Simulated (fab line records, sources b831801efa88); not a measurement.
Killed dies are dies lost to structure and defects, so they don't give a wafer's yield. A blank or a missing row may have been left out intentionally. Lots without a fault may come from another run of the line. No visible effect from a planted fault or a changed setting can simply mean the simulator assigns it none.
Which tool did it? || flow sky130 || 9 lots (27 wafers sampled), 1 step of a 708-step route

== WHAT EACH GAUGE READ, for each wafer ==
SKY_METAL1_CD_MEAS_15: the cd target is 140 nm. Usual: cd-nm 140.3 nm, standard deviation 1.2.
{"lot": "L383", "measured": "day 32 18:23", "on": "cd-sem-02", "cd-nm (nm)": "139.2 139.8 141.9", "flag": ""}
{"lot": "L388", "measured": "day 34 21:40", "on": "cd-sem-01", "cd-nm (nm)": "141.5 140.3 141.7", "flag": ""}
{"lot": "L390", "measured": "day 35 08:56", "on": "cd-sem-01", "cd-nm (nm)": "140.1 140.5 141.5", "flag": ""}
{"lot": "L396", "measured": "day 37 08:50", "on": "cd-sem-01", "cd-nm (nm)": "139.0 138.8 138.5", "flag": ""}
{"lot": "L398", "measured": "day 38 07:40", "on": "cd-sem-02", "cd-nm (nm)": "139.3 138.6 140.3", "flag": ""}
{"lot": "L400", "measured": "day 38 13:18", "on": "cd-sem-02", "cd-nm (nm)": "143.0 141.4 139.4", "flag": ""}
{"lot": "L403", "measured": "day 39 00:15", "on": "cd-sem-01", "cd-nm (nm)": "140.2 139.9 140.9", "flag": ""}
{"lot": "L404", "measured": "day 39 04:16", "on": "cd-sem-02", "cd-nm (nm)": "142.0 141.1 142.6", "flag": ""}
{"lot": "L405", "measured": "day 39 20:51", "on": "cd-sem-01", "cd-nm (nm)": "139.5 138.7 140.0", "flag": ""}

== WHICH TOOL RAN EACH LOT (tool, then ch and the chambers of the sampled wafers, then the start) ==
No process step before these readings appears in the record.

== WHAT THE TOOLS THEMSELVES READ (means of the sampled wafers that have a number; where no wafer has one, the mark that the record gives instead) ==
The record holds no such reading with a usual standard deviation.

== THE ANSWER, worked out from the rows above alone ==
Rule: lot off if the mean of its wafers having a number is beyond 3 standard deviations from the usual mean. A lot without any number at a reading at which 4 lots or more have one is off too. All remaining lots with rows at the step are treated as sound. Order of review: gauges by route order, followed by the tools' own readings, for which a lot's mean as printed above is used. At the first step where some lot is off, the reading lying furthest off is the one used; lots without a number count as furthest.
Nothing can be told from this: no lot is off at any reading shown.

== WHAT WAS PUT IN BY THE SIMULATOR ==
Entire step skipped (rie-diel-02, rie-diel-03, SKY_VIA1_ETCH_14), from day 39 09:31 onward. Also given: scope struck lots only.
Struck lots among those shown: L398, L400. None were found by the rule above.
